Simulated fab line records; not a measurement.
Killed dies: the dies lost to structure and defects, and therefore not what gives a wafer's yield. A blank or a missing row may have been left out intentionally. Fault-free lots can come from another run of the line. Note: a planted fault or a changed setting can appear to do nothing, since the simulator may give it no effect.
fab line records	flow sky130
record lots=6	wafers=18	last-day=49
route steps=708 shown VIA4@651 METAL5@661 PAD_OPEN@708
lots untouched by any fault: they come from a run of this same line in which no faults occurred
start-h: hours from the record's first day to the start of the lot's first wafer shown	wait-h: hours elapsed since this lot's preceding step	" the same as in the row above	L1.1+2: one row covering several wafers at once	- no value present, or no start provided	* or withheld: withheld	< > ~ a bound
route shown NAME@n: a module of which the file shows steps, and the number in the route of the first	usual: average and standard deviation across the fault-free wafers	same: alike in all rows	chamber/n: place in a boat	sites: readings site by site	_std_site: their standard deviation	_edge_site: inner sites' mean taken away from outer sites' mean	radius-mm: how far each site lies from the wafer's centre	mask NAME#n: copy n	behind: the tool/chamber that last shaped the wafer	hold: what put the lot on hold/how long, in hours/how the hold closed	device: the n, p or np transistor that did not switch	end of line: tests of these same wafers at the route's end	where a step has no rows: the recipe by itself	killed: at the first sort, the dies lost to defects and structure; wafer yield is something else	map: per-die view of a wafer (x killed, . not killed, _ where there is no die)
set.NAME: setting as actually run; set.NAME@STEP: the setting as run at that earlier step	model.NAME: the simulator's own value behind a step, which no gauge read
a table for each step, a row for each wafer; lots at some steps of the route
services: the hour from which a tool's chamber was out of use, counted from the record's first day as start-h (under 0 if before that day), plus the number of hours and why
## steps
# step SKY_VIA4_ETCH_12
# recipe target=SiO2	chemistry=C4F8/O2/Ar	stop-on=TiN	mask-material=NOVOLAK	source-w=1500	bias-w=1200	pressure-mtorr=40	c4f8-flow-sccm=withheld	O2_flow_sccm=6	Ar_flow_sccm=300	time-s=withheld	target-depth-a=5800
# usual oes-product-au=0.925/0.0048
lot.wafer	tool	chamber	start-h	wait-h	oes-product-au
L113.2	rie-diel-02	0	1013.30	0.0	0.935
L113.4	"	2	"	"	0.925
L113.5	"	1	"	"	0.933
L117.3	rie-diel-04	3	1038.74	0.0	0.924
L117.5	"	1	"	"	0.931
L117.6	"	0	"	"	0.916
L120.1	rie-diel-04	3	1061.64	0.0	0.918
L120.3	"	1	"	"	0.925
L120.4	"	2	"	"	0.925
L125.3	rie-diel-02	0	1090.75	0.0	0.919
L125.5	"	3	"	"	0.932
L125.6	"	0	"	"	0.930
L126.1	rie-diel-04	1	1095.52	0.0	0.929
L126.2	"	3	"	"	0.924
L126.3	"	2	"	"	0.929
L130.2	rie-diel-04	2	1120.42	0.0	0.930
L130.3	"	1	"	"	0.926
L130.5	"	0	"	"	0.925
# step SKY_VIA4_STRIP_13
# recipe chemistry=O2/N2	power-w=1400	pressure-mtorr=1500	platen-temp-c=withheld	o2-flow-sccm=3000	n2-flow-sccm=300	overash-fraction=0.5
# step SKY_VIA4_STRIP_14
# recipe chemistry=post-etch-residue-remover	time-s=1200	temp-c=72.5
# step SKY_VIA4_CLEAN_15
# recipe chemistry=IPA	time-s=180	temp-c=25
# step SKY_VIA4_CLEAN_16
# recipe chemistry=O3/DIW	dry=n2-spin
# step SKY_VIA4_SPUTTER_17
# recipe material=TiN	target-thk-nm=20	chamber-pressure-pa=5	power-w=4000	time-s=80
# usual chamber-pressure-pa=4.999/0.011	throttle-valve-pct=29.6/0.72
lot.wafer	tool	chamber	start-h	wait-h	chamber-pressure-pa	throttle-valve-pct
L113.2	pvd-sputter-02	-	1014.00	0.0	4.990	30.2
L113.4	"	-	"	"	5.004	29.5
L113.5	"	-	"	"	4.999	29.4
L117.3	pvd-sputter-03	-	1039.41	0.0	5.028	29.1
L117.5	"	-	"	"	4.975	29.1
L117.6	"	-	"	"	5.014	29.3
L120.1	pvd-sputter-02	-	1062.32	0.0	4.986	29.6
L120.3	"	-	"	"	5.010	29.4
L120.4	"	-	"	"	4.996	30.4
L125.3	pvd-sputter-03	-	1091.42	0.0	5.016	29.3
L125.5	"	-	"	"	4.999	31.1
L125.6	"	-	"	"	5.018	29.0
L126.1	pvd-sputter-03	-	1096.18	0.0	5.005	29.2
L126.2	"	-	"	"	4.998	31.0
L126.3	"	-	"	"	5.007	28.9
L130.2	pvd-sputter-03	-	1121.08	0.0	4.985	29.2
L130.3	"	-	"	"	5.008	29.2
L130.5	"	-	"	"	4.997	29.1
# step SKY_VIA4_CVD_18
# recipe material=W	target-thk-nm=505	time-s=152.14	temp-c=400	pressure-torr=40
# step SKY_VIA4_RS_MEAS_19
# recipe thk-meas-gauge=four-point-probe	reads=W_of_VIA4_CVD_18+TiN_of_VIA4_SPUTTER_17
# usual VIA4_W_RS=0.226/0.003
lot.wafer	tool	chamber	start-h	wait-h	VIA4_W_RS[ohm/sq]
L113.2	film-metro-04	-	1014.24	0.1	0.222
L113.4	"	-	"	"	0.222
L113.5	"	-	"	"	0.226
L117.3	film-metro-04	-	1039.67	0.1	0.224
L117.5	"	-	"	"	0.224
L117.6	"	-	"	"	0.230
L120.1	film-metro-03	-	1062.54	0.1	0.229
L120.3	"	-	"	"	0.222
L120.4	"	-	"	"	0.228
L125.3	film-metro-04	-	1091.68	0.1	0.226
L125.5	"	-	"	"	0.226
L125.6	"	-	"	"	0.224
L126.1	film-metro-02	-	1096.55	0.3	0.227
L126.2	"	-	"	"	0.225
L126.3	"	-	"	"	0.225
L130.2	film-metro-02	-	1121.31	0.1	0.221
L130.3	"	-	"	"	0.226
L130.5	"	-	"	"	0.224
# step SKY_VIA4_THK_MEAS_20
# recipe thk-meas-gauge=xrf	reads=W_of_VIA4_CVD_18
# usual VIA4_W_THK=511/7.4
lot.wafer	tool	chamber	start-h	wait-h	VIA4_W_THK[nm]
L113.2	film-metro-04	-	1014.35	0.1	514
L113.4	"	-	"	"	512
L113.5	"	-	"	"	504
L117.3	film-metro-04	-	1039.77	0.1	515
L117.5	"	-	"	"	515
L117.6	"	-	"	"	504
L120.1	film-metro-03	-	1062.66	0.1	503
L120.3	"	-	"	"	521
L120.4	"	-	"	"	507
L125.3	film-metro-04	-	1091.78	0.1	510
L125.5	"	-	"	"	512
L125.6	"	-	"	"	517
L126.1	film-metro-02	-	1096.67	0.1	512
L126.2	"	-	"	"	512
L126.3	"	-	"	"	515
L130.2	film-metro-02	-	1121.42	0.1	528
L130.3	"	-	"	"	513
L130.5	"	-	"	"	522
# step SKY_VIA4_CMP_21
# recipe stop-on=SiO2	t-overpolish-s=25	down-force-psi=3.5	platen-rpm=60	target-thk-nm=0	pad-velocity-m-s=0.94248
# usual head-pressure-psi=3.500/0.0073	motor-current-A=11.0/1.5	overpolish-run-s=25.001/0.008	slurry-flow-ml-min=150.0/0.46	time-to-endpoint-s=120/6
lot.wafer	tool	chamber	start-h	wait-h	head-pressure-psi	motor-current-A	overpolish-run-s	slurry-flow-ml-min	time-to-endpoint-s
L113.2	cmp-02	1	1014.45	0.1	3.509	10.5	25.009	150.4	124
L113.4	"	2	"	"	3.494	12.5	25.001	149.7	117
L113.5	"	1	"	"	3.504	10.8	24.999	150.7	118
L117.3	cmp-01	0	1039.96	0.2	3.491	14.0	24.997	150.1	127
L117.5	"	1	"	"	3.504	11.6	25.020	150.5	114
L117.6	"	2	"	"	3.478	10.4	24.994	149.9	118
L120.1	cmp-01	3	1062.72	0.1	3.495	8.7	25.003	149.2	128
L120.3	"	0	"	"	3.495	14.5	24.991	149.9	127
L120.4	"	1	"	"	3.497	12.1	24.998	150.3	112
L125.3	cmp-01	1	1092.29	0.5	3.497	11.8	24.998	150.1	114
L125.5	"	0	"	"	3.506	14.7	24.995	149.8	126
L125.6	"	1	"	"	3.501	12.4	25.001	149.2	112
L126.2	cmp-02	2	1096.73	0.0	3.511	12.1	24.999	149.9	117
L126.1	"	0	"	"	3.501	11.0	25.008	150.6	127
L126.3	"	1	"	"	3.496	10.8	25.000	150.0	121
L130.2	cmp-01	2	1121.47	0.0	3.508	10.2	25.007	149.2	125
L130.3	"	3	"	"	3.507	9.0	25.003	150.2	125
L130.5	"	2	"	"	3.509	10.2	24.995	149.6	118
# step SKY_METAL5_SPUTTER_00
# recipe material=Ti	target-thk-nm=15	power-w=3000	time-s=10	chamber-pressure-pa=0.4
# usual chamber-pressure-pa=0.3999/0.00079	throttle-valve-pct=29.6/0.95
lot.wafer	tool	chamber	start-h	wait-h	chamber-pressure-pa	throttle-valve-pct
L113.2	pvd-sputter-04	-	1014.70	0.2	0.4004	31.5
L113.4	"	-	"	"	0.3996	28.8
L113.5	"	-	"	"	0.3997	29.5
L117.3	pvd-sputter-04	-	1040.11	0.1	0.3999	29.5
L117.5	"	-	"	"	0.3989	29.4
L117.6	"	-	"	"	0.3985	28.8
L120.1	pvd-sputter-04	-	1063.02	0.2	0.3995	29.1
L120.3	"	-	"	"	0.4011	31.4
L120.4	"	-	"	"	0.4000	29.6
L125.3	pvd-sputter-01	-	1092.54	0.2	0.4004	29.2
L125.5	"	-	"	"	0.3992	29.3
L125.6	"	-	"	"	0.4007	30.4
L126.1	pvd-sputter-01	-	1097.03	0.1	0.3998	29.0
L126.2	"	-	"	"	0.4002	30.4
L126.3	"	-	"	"	0.3990	29.6
L130.2	pvd-sputter-01	-	1121.77	0.2	0.4010	30.2
L130.3	"	-	"	"	0.3998	27.5
L130.5	"	-	"	"	0.4000	29.1
# step SKY_METAL5_SPUTTER_01
# recipe material=TiN	target-thk-nm=20	power-w=6500	time-s=16.7	chamber-pressure-pa=0.4
# step SKY_METAL5_SPUTTER_02
# recipe material=AlCu	target-thk-nm=1150	power-w=10600	time-s=61.2	chamber-pressure-pa=0.4
# usual chamber-pressure-pa=0.4001/0.00079	throttle-valve-pct=29.6/0.96
lot.wafer	tool	chamber	start-h	wait-h	chamber-pressure-pa	throttle-valve-pct	model.AlCu_of_METAL5_SPUTTER_02.thk-nm
L113.2	pvd-sputter-04	-	1014.75	0.0	0.3986	31.4	1178
L113.4	"	-	"	"	0.4020	28.7	1161
L113.5	"	-	"	"	0.4003	29.2	1159
L117.3	pvd-sputter-04	-	1040.15	0.0	0.4604	27.3	1105
L117.5	"	-	"	"	0.4604	27.3	1112
L117.6	"	-	"	"	0.3986	28.6	1151
L120.1	pvd-sputter-04	-	1063.07	0.0	0.4623	27.1	1107
L120.3	"	-	"	"	0.4001	31.4	1167
L120.4	"	-	"	"	0.3995	29.4	1147
L125.3	pvd-sputter-01	-	1092.59	0.0	0.3999	29.1	1147
L125.5	"	-	"	"	0.4012	29.3	1150
L125.6	"	-	"	"	0.3999	30.0	1128
L126.1	pvd-sputter-01	-	1097.07	0.0	0.3992	29.4	1153
L126.2	"	-	"	"	0.4006	30.1	1133
L126.3	"	-	"	"	0.4006	29.6	1149
L130.2	pvd-sputter-01	-	1121.82	0.0	0.4011	30.2	1132
L130.3	"	-	"	"	0.3995	27.4	1151
L130.5	"	-	"	"	0.4007	29.3	1142
# step SKY_METAL5_SPUTTER_03
# recipe material=Ti	target-thk-nm=5	power-w=3000	time-s=3.3	chamber-pressure-pa=0.4
# step SKY_METAL5_SPUTTER_04
# recipe material=TiN	target-thk-nm=70	power-w=6500	time-s=58.3	chamber-pressure-pa=0.4
# step SKY_METAL5_RS_MEAS_05
# recipe thk-meas-gauge=four-point-probe	reads=TiN_of_METAL5_SPUTTER_04+Ti_of_METAL5_SPUTTER_03+AlCu_of_METAL5_SPUTTER_02+TiN_of_METAL5_SPUTTER_01+Ti_of_METAL5_SPUTTER_00
# usual METAL5_ALCU_RS=0.0270/0.00033
lot.wafer	tool	chamber	start-h	wait-h	METAL5_ALCU_RS[ohm/sq]
L113.2	film-metro-01	-	1014.88	0.0	0.0265
L113.4	"	-	"	"	0.0267
L113.5	"	-	"	"	0.0269
L117.3	film-metro-03	-	1040.31	0.1	0.0284
L117.5	"	-	"	"	0.0281
L117.6	"	-	"	"	0.0270
L120.1	film-metro-03	-	1063.18	0.0	0.0283
L120.3	"	-	"	"	0.0266
L120.4	"	-	"	"	0.0271
L125.3	film-metro-03	-	1092.74	0.1	0.0270
L125.5	"	-	"	"	0.0270
L125.6	"	-	"	"	0.0275
L126.1	film-metro-01	-	1097.19	0.0	0.0269
L126.2	"	-	"	"	0.0275
L126.3	"	-	"	"	0.0270
L130.2	film-metro-03	-	1121.96	0.0	0.0274
L130.3	"	-	"	"	0.0270
L130.5	"	-	"	"	0.0271
# step SKY_METAL5_THK_MEAS_06
# recipe thk-meas-gauge=xrf	reads=AlCu_of_METAL5_SPUTTER_02
# usual METAL5_ALCU_THK=1133/14
lot.wafer	tool	chamber	start-h	wait-h	METAL5_ALCU_THK[nm]
L113.2	film-metro-01	-	1014.99	0.1	1166
L113.4	"	-	"	"	1152
L113.5	"	-	"	"	1156
L117.3	film-metro-03	-	1040.41	0.1	1090
L117.5	"	-	"	"	1092
L117.6	"	-	"	"	1136
L120.1	film-metro-03	-	1063.30	0.1	1096
L120.3	"	-	"	"	1147
L120.4	"	-	"	"	1125
L125.3	film-metro-03	-	1092.84	0.1	1132
L125.5	"	-	"	"	1133
L125.6	"	-	"	"	1112
L126.1	film-metro-01	-	1097.31	0.1	1133
L126.2	"	-	"	"	1124
L126.3	"	-	"	"	1127
L130.2	film-metro-03	-	1122.07	0.1	1121
L130.3	"	-	"	"	1128
L130.5	"	-	"	"	1123
# step SKY_METAL5_DEHYDRATE_07
# recipe temp-c=200	time-s=60
# step SKY_METAL5_HMDS_08
# recipe prime-time-s=60	prime-temp-c=120
# step SKY_METAL5_COAT_09
# recipe resist=NOVOLAK	spin-rpm=3000	resist-thk-nm=1800
# step SKY_METAL5_SOFTBAKE_10
# recipe temp-c=90	time-s=60	resist=NOVOLAK
# step SKY_METAL5_EXPOSE_11
# recipe mask-id=MM5	na=0.6	source-shape=conventional	sigma-outer=0.6	polarization=unpolarized	target-cd-nm=1600	dose-mj=190
# step SKY_METAL5_PEB_12
# recipe temp-c=withheld	time-s=*	resist=NOVOLAK
# step SKY_METAL5_DEVELOP_13
# recipe resist=NOVOLAK	developer=TMAH	develop-time-s=60	dev-temp-c=23
# step SKY_METAL5_DESCUM_14
# recipe chemistry=O2	source-power-w=150	bias-power-w=0	pressure-mtorr=10	temp-c=40	time-s=11
# usual drypump-motor-current-A=5.8/0.45	oes-product-au=1.002/0.012
lot.wafer	tool	chamber	start-h	wait-h	drypump-motor-current-A	oes-product-au	rf-hours-counter-h
L113.2	rie-metal-04	1	1037.25	0.1	5.5	1.004	4
L113.4	"	0	"	"	6.1	1.013	-
L113.5	"	0	"	"	6.1	1.006	-
L117.3	rie-metal-01	0	1061.26	0.1	5.2	0.983	-
L117.5	"	0	"	"	5.2	0.981	-
L117.6	"	1	"	"	6.5	1.010	-
L120.1	rie-metal-01	0	1083.28	0.1	5.2	0.969	15
L120.3	"	1	"	"	6.5	1.019	-
L120.4	"	0	"	"	5.2	0.982	-
L125.3	rie-metal-01	1	1112.43	0.1	6.5	0.999	-
L125.5	"	0	"	"	5.1	0.982	-
L125.6	"	1	"	"	6.5	1.001	-
L126.1	rie-metal-01	0	1116.78	0.1	5.2	0.998	17
L126.2	"	1	"	"	6.5	1.000	23
L126.3	"	0	"	"	5.2	0.998	-
L130.2	rie-metal-03	1	1140.93	0.1	5.9	1.029	21
L130.3	"	0	"	"	5.8	1.003	-
L130.5	"	1	"	"	5.9	1.020	-
# step SKY_METAL5_METAL_ETCH_15
# recipe target-depth-a=12600	stop-on=SiO2	over-etch-frac=0.2	time-s=252	chemistry=Cl2/BCl3	resist-sidewall-deg=86	pressure-mtorr=10	icp-w=900	bias-w=48.5	Cl2_flow_sccm=60	bcl3-flow-sccm=30
# usual drypump-motor-current-A=5.8/0.45	oes-product-au=0.895/0.0051	throttle-valve-pct=22.265/0.0088
lot.wafer	tool	chamber	start-h	wait-h	drypump-motor-current-A	oes-product-au	rf-hours-counter-h	throttle-valve-pct	model.METAL5.feature-depth-nm	model.etch.depth-nm
L113.2	rie-metal-04	1	1037.29	0.0	5.5	0.897	4	22.261	1253	1253
L113.4	"	0	"	"	6.1	0.894	-	22.271	1256	1256
L113.5	"	0	"	"	6.1	0.884	-	22.253	1253	1253
L117.3	rie-metal-01	0	1061.37	0.1	5.2	0.881	-	22.268	1236	1236
L117.5	"	0	"	"	5.2	0.884	-	22.264	1243	1243
L117.6	"	1	"	"	6.5	0.897	-	22.272	1261	1261
L120.1	rie-metal-01	0	1083.31	0.0	5.2	0.890	15	22.255	1237	1237
L120.3	"	1	"	"	6.5	0.894	-	22.260	1263	1263
L120.4	"	0	"	"	5.2	0.897	-	22.263	1256	1256
L125.3	rie-metal-01	1	1112.53	0.1	6.5	0.894	-	22.270	1257	1257
L125.5	"	0	"	"	5.2	0.898	-	22.259	1261	1261
L125.6	"	1	"	"	6.5	0.893	-	22.269	1258	1258
L126.1	rie-metal-01	0	1116.82	0.0	5.2	0.897	17	22.252	1263	1263
L126.2	"	1	"	"	6.5	0.904	23	22.262	1262	1262
L126.3	"	0	"	"	5.2	0.892	-	22.269	1259	1259
L130.2	rie-metal-03	1	1140.97	0.0	6.0	0.895	21	22.266	1262	1262
L130.3	"	0	"	"	5.8	0.897	-	22.279	1264	1264
L130.5	"	1	"	"	6.0	0.890	-	22.276	1254	1254
# step SKY_METAL5_STRIP_16
# recipe chemistry=O2/N2	power-w=1400	pressure-mtorr=1500	platen-temp-c=withheld	o2-flow-sccm=3000	n2-flow-sccm=300	overash-fraction=0.5
# step SKY_PAD_OPEN_PROBE_99
# usual defect-limited-yield=82.8/2.1	killed_at_M0_to_M3=42/6.6	killed_at_M4_up=3.1/1.9	killed-at-contacts=24/5.6	killed-at-front-end=15/4.8	killed-at-other=0.3/0.48	killed-dies=84/10	killed-open=47/6.8	killed-short=37/6.8	sort_bin_3_pad_short=0.9/0.48	sort_bin_5_function=10.1/1.4	sort_bin_6_memory=6.2/1.2	sort-n-pass=408/10	sort-yield-pct=82.8/2.1
# same gross-dies=492	killed-at-back-side=0	sort_bin_4_leakage[%]=0	sort_bin_8_speed[%]=0
lot.wafer	tool	chamber	start-h	wait-h	defect-limited-yield[%]	killed_at_M0_to_M3	killed_at_M4_up	killed-at-contacts	killed-at-front-end	killed-at-other	killed-dies	killed-open	killed-short	sort_bin_3_pad_short[%]	sort_bin_5_function[%]	sort_bin_6_memory[%]	sort-n-pass	sort-yield-pct[%]	model.etest.met5.rs-ohm-sq	model.etest.met5.line-ohm-um
L113.2	prober-02	-	1083.05	0.1	83.7	50	1	20	8	1	80	51	29	0.8	8.5	6.9	412	83.7	0.0267	0.01665
L113.4	prober-02	-	1083.15	0.2	83.3	31	1	35	15	0	82	55	27	0.2	9.6	6.9	410	83.3	0.02683	0.01667
L113.5	prober-02	-	1083.20	0.2	83.9	38	1	26	13	1	79	43	36	1.2	9.3	5.5	413	83.9	0.0268	0.0166
L117.3	prober-02	-	1106.73	0.2	83.7	35	0	25	20	0	80	41	39	0.2	9.6	6.5	412	83.7	0.02802	0.0176
L117.5	prober-02	-	1106.83	0.2	81.9	37	2	29	20	1	89	53	36	0.8	9.6	7.7	403	81.9	0.02793	0.01754
L117.6	prober-02	-	1106.88	0.2	84.8	37	1	26	11	0	75	44	31	1.4	7.7	6.1	417	84.8	0.02722	0.01701
L120.1	prober-01	-	1126.53	0.1	83.9	37	0	26	16	0	79	42	37	0.8	9.8	5.5	413	83.9	0.02826	0.01782
L120.3	prober-01	-	1126.63	0.2	87.8	30	0	18	12	0	60	32	28	0.4	7.1	4.7	432	87.8	0.0265	0.01661
L120.4	prober-01	-	1126.68	0.2	83.9	38	2	28	11	0	79	52	27	1.0	10.4	4.7	413	83.9	0.0273	0.01728
L125.3	prober-02	-	1153.58	0.2	83.3	47	0	23	11	1	82	44	38	1.2	8.7	6.7	410	83.3	0.02732	0.01713
L125.5	prober-02	-	1153.68	0.2	81.1	48	2	26	17	0	93	58	35	1.2	10.0	7.7	399	81.1	0.02688	0.01692
L125.6	prober-02	-	1153.73	0.2	81.3	46	4	28	13	1	92	47	45	1.4	9.8	7.5	400	81.3	0.0278	0.01745
L126.1	prober-01	-	1157.46	0.1	81.7	46	2	30	11	1	90	52	38	1.6	10.4	6.3	402	81.7	0.02722	0.01718
L126.2	prober-01	-	1157.51	0.1	83.9	35	5	26	13	0	79	36	43	0.4	10.2	5.5	413	83.9	0.02731	0.01711
L126.3	prober-01	-	1157.56	0.2	83.1	40	3	25	15	0	83	46	37	0.4	10.8	5.7	409	83.1	0.02732	0.01724
L130.2	prober-01	-	1180.78	0.1	80.5	44	1	34	16	1	96	58	38	0.2	11.2	8.1	396	80.5	0.02773	0.0173
L130.3	prober-01	-	1180.83	0.2	81.1	35	4	32	21	1	93	56	37	1.4	12.2	5.3	399	81.1	0.02676	0.01673
L130.5	prober-01	-	1180.93	0.2	77.6	53	4	31	21	1	110	56	54	0.8	14.0	7.5	382	77.6	0.02732	0.01712
# killed by level:class
L113.2 VIA3:geometric-particle:open=12 VIA1:geometric-particle:open=9 CONTACT:geometric-particle:open=9 METAL2:geometric-particle:short=7 VIA2:geometric-particle:open=7 VIA1:geometric-particle:short=5 METAL3:geometric-particle:short=5 LI_CONTACT:geometric-particle:open=4
L113.4 CONTACT:geometric-particle:open=16 VIA1:geometric-particle:open=8 LI_CONTACT:geometric-particle:open=7 VIA3:geometric-particle:open=7 LOCAL_INTERCONNECT:geometric-particle:short=6 FIELD_ISO:geometric-particle:open=5 VIA3:geometric-particle:short=4 POLY_GATE:geometric-particle:open=3
L113.5 VIA1:geometric-particle:open=9 LOCAL_INTERCONNECT:geometric-particle:short=9 LI_CONTACT:geometric-particle:open=8 VIA3:geometric-particle:open=8 CONTACT:geometric-particle:open=6 METAL2:geometric-particle:short=5 POLY_GATE:geometric-particle:short=4 VIA2:geometric-particle:open=4
L117.3 VIA1:geometric-particle:open=12 LI_CONTACT:geometric-particle:open=9 POLY_GATE:geometric-particle:short=6 CONTACT:geometric-particle:open=6 CONTACT:geometric-particle:short=6 VIA1:geometric-particle:short=4 METAL2:geometric-particle:short=4 VIA2:geometric-particle:open=4
L117.5 CONTACT:geometric-particle:open=12 VIA1:geometric-particle:open=10 FIELD_ISO:geometric-particle:open=7 LI_CONTACT:geometric-particle:open=6 VIA3:geometric-particle:open=5 FIELD_ISO:geometric-particle:short=4 POLY_GATE:geometric-particle:open=4 POLY_GATE:geometric-particle:short=4
L117.6 VIA1:geometric-particle:open=12 CONTACT:geometric-particle:open=10 VIA3:geometric-particle:open=6 LI_CONTACT:geometric-particle:short=5 CONTACT:geometric-particle:short=5 FIELD_ISO:geometric-particle:open=4 VIA2:geometric-particle:open=4 VIA3:geometric-particle:short=4
L120.1 VIA3:geometric-particle:open=10 CONTACT:geometric-particle:open=9 METAL1:geometric-particle:short=8 LOCAL_INTERCONNECT:geometric-particle:short=7 LI_CONTACT:geometric-particle:open=6 POLY_GATE:geometric-particle:short=4 VIA2:geometric-particle:open=4 VIA1:geometric-particle:short=4
L120.3 CONTACT:geometric-particle:open=11 METAL1:geometric-particle:short=5 VIA2:geometric-particle:short=5 FIELD_ISO:geometric-particle:short=4 VIA1:geometric-particle:short=4 VIA2:geometric-particle:open=4 POLY_GATE:geometric-particle:open=3 LI_CONTACT:geometric-particle:open=3
L120.4 VIA1:geometric-particle:open=10 CONTACT:geometric-particle:open=9 VIA3:geometric-particle:open=9 LI_CONTACT:geometric-particle:open=8 LOCAL_INTERCONNECT:geometric-particle:short=8 METAL1:geometric-particle:short=5 VIA2:geometric-particle:open=5 FIELD_ISO:geometric-particle:open=4
L125.3 CONTACT:geometric-particle:open=9 METAL1:geometric-particle:short=9 VIA1:geometric-particle:open=9 VIA3:geometric-particle:open=7 LOCAL_INTERCONNECT:geometric-particle:short=6 VIA3:geometric-particle:short=6 FIELD_ISO:geometric-particle:short=4 VIA1:geometric-particle:short=4
L125.5 VIA1:geometric-particle:open=17 CONTACT:geometric-particle:open=11 LI_CONTACT:geometric-particle:open=6 METAL2:geometric-particle:short=5 VIA2:geometric-particle:open=5 VIA3:geometric-particle:open=5 FIELD_ISO:geometric-particle:short=4 POLY_GATE:geometric-particle:open=4
L125.6 VIA1:geometric-particle:open=16 CONTACT:geometric-particle:open=11 METAL1:geometric-particle:short=7 VIA2:geometric-particle:open=7 LI_CONTACT:geometric-particle:open=5 LOCAL_INTERCONNECT:geometric-particle:short=5 FIELD_ISO:geometric-particle:short=4 POLY_GATE:geometric-particle:short=4
L126.1 VIA1:geometric-particle:open=11 METAL2:geometric-particle:short=11 CONTACT:geometric-particle:open=10 VIA3:geometric-particle:open=9 LI_CONTACT:geometric-particle:open=7 FIELD_ISO:geometric-particle:open=4 LI_CONTACT:geometric-particle:short=4 CONTACT:geometric-particle:short=4
L126.2 LI_CONTACT:geometric-particle:open=7 CONTACT:geometric-particle:short=7 CONTACT:geometric-particle:open=7 METAL2:geometric-particle:short=6 METAL1:geometric-particle:short=5 VIA1:geometric-particle:open=5 VIA2:geometric-particle:open=5 POLY_GATE:geometric-particle:short=4
L126.3 VIA1:geometric-particle:open=14 VIA1:geometric-particle:short=8 CONTACT:geometric-particle:open=7 VIA3:geometric-particle:open=6 FIELD_ISO:geometric-particle:short=5 LI_CONTACT:geometric-particle:short=5 FIELD_ISO:geometric-particle:open=4 LI_CONTACT:geometric-particle:open=4
L130.2 LI_CONTACT:geometric-particle:open=13 CONTACT:geometric-particle:open=10 VIA3:geometric-particle:open=10 VIA2:geometric-particle:open=7 VIA1:geometric-particle:open=7 FIELD_ISO:geometric-particle:open=6 VIA1:geometric-particle:short=6 CONTACT:geometric-particle:short=5
L130.3 LI_CONTACT:geometric-particle:open=12 CONTACT:geometric-particle:open=12 VIA1:geometric-particle:open=7 VIA1:geometric-particle:short=7 POLY_GATE:geometric-particle:open=6 VIA3:geometric-particle:open=6 FIELD_ISO:geometric-particle:open=4 LOCAL_INTERCONNECT:geometric-particle:short=4
L130.5 VIA2:geometric-particle:open=12 VIA3:geometric-particle:open=11 LOCAL_INTERCONNECT:geometric-particle:short=9 LI_CONTACT:geometric-particle:open=7 FIELD_ISO:geometric-particle:short=6 CONTACT:geometric-particle:open=6 VIA1:geometric-particle:short=6 POLY_GATE:geometric-particle:open=5
## services
tool	chamber	start-h	hours	kind
pvd-sputter-01	1	994.52	-	consumable-replace:kit
pvd-sputter-01	1	994.52	18.0	scheduled-down
pvd-sputter-01	1	994.52	18.0	vent-cycle
cmp-02	-	1002.93	1.0	repair
rie-metal-04	-	1007.21	0.1	repair
cmp-01	-	1013.04	1.8	repair
rie-metal-04	-	1016.42	0.6	repair
pvd-sputter-03	-	1016.58	0.5	repair
pvd-sputter-01	-	1019.03	4.9	repair
rie-diel-02	2	1019.04	7.8	repair
rie-metal-01	1	1020.24	4.8	repair
cmp-01	-	1029.34	2.6	repair
pvd-sputter-02	-	1031.99	18.2	repair
pvd-sputter-04	1	1036.81	-	consumable-replace:kit
pvd-sputter-04	1	1036.81	18.0	scheduled-down
pvd-sputter-04	1	1036.81	18.0	vent-cycle
rie-diel-04	0	1049.16	8.0	repair
rie-metal-04	1	1077.22	13.2	repair
cmp-02	-	1089.54	4.0	pm
rie-metal-01	0	1089.95	14.9	repair
pvd-sputter-04	-	1099.04	6.1	repair
rie-metal-04	-	1119.64	2.8	pm
cmp-01	-	1137.65	3.6	pm
rie-diel-02	-	1138.18	2.8	pm
## key
first-sign step=SKY_METAL5_SPUTTER_02	reading=chamber-pressure-pa	direction=up	sigmas=77	usual=0.4001	struck=0.4610
effect step=SKY_METAL5_SPUTTER_02	reading=throttle-valve-pct	direction=down	sigmas=2.5	usual=29.6	struck=27.2
effect step=SKY_METAL5_RS_MEAS_05	reading=METAL5_ALCU_RS	direction=up	sigmas=3.7	usual=0.0270	struck=0.0283
effect step=SKY_METAL5_THK_MEAS_06	reading=METAL5_ALCU_THK	direction=down	sigmas=2.8	usual=1133	struck=1093
model-effect step=SKY_METAL5_SPUTTER_02	value=AlCu_of_METAL5_SPUTTER_02.thk-nm	without=1144	struck=1108
model-effect step=SKY_METAL5_METAL_ETCH_15	value=METAL5.feature-depth-nm	without=1255	struck=1239
model-effect step=SKY_PAD_OPEN_PROBE_99	value=etest.met5.rs-ohm-sq	without=0.02718	struck=0.02807
met-at SKY_METAL5_SPUTTER_02
struck-wafers L117.3,L117.5,L120.1
fault kind=process-parameter-drift	tool=pvd-sputter-04	chamber=-	onset-h=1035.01	steps=SKY_METAL5_SPUTTER_02	channel=chamber-pressure-pa	offset=0.061492	shape=step	end-h=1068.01	acts-in=these-recipes-only	stated=0.4	scope=struck-wafers-only
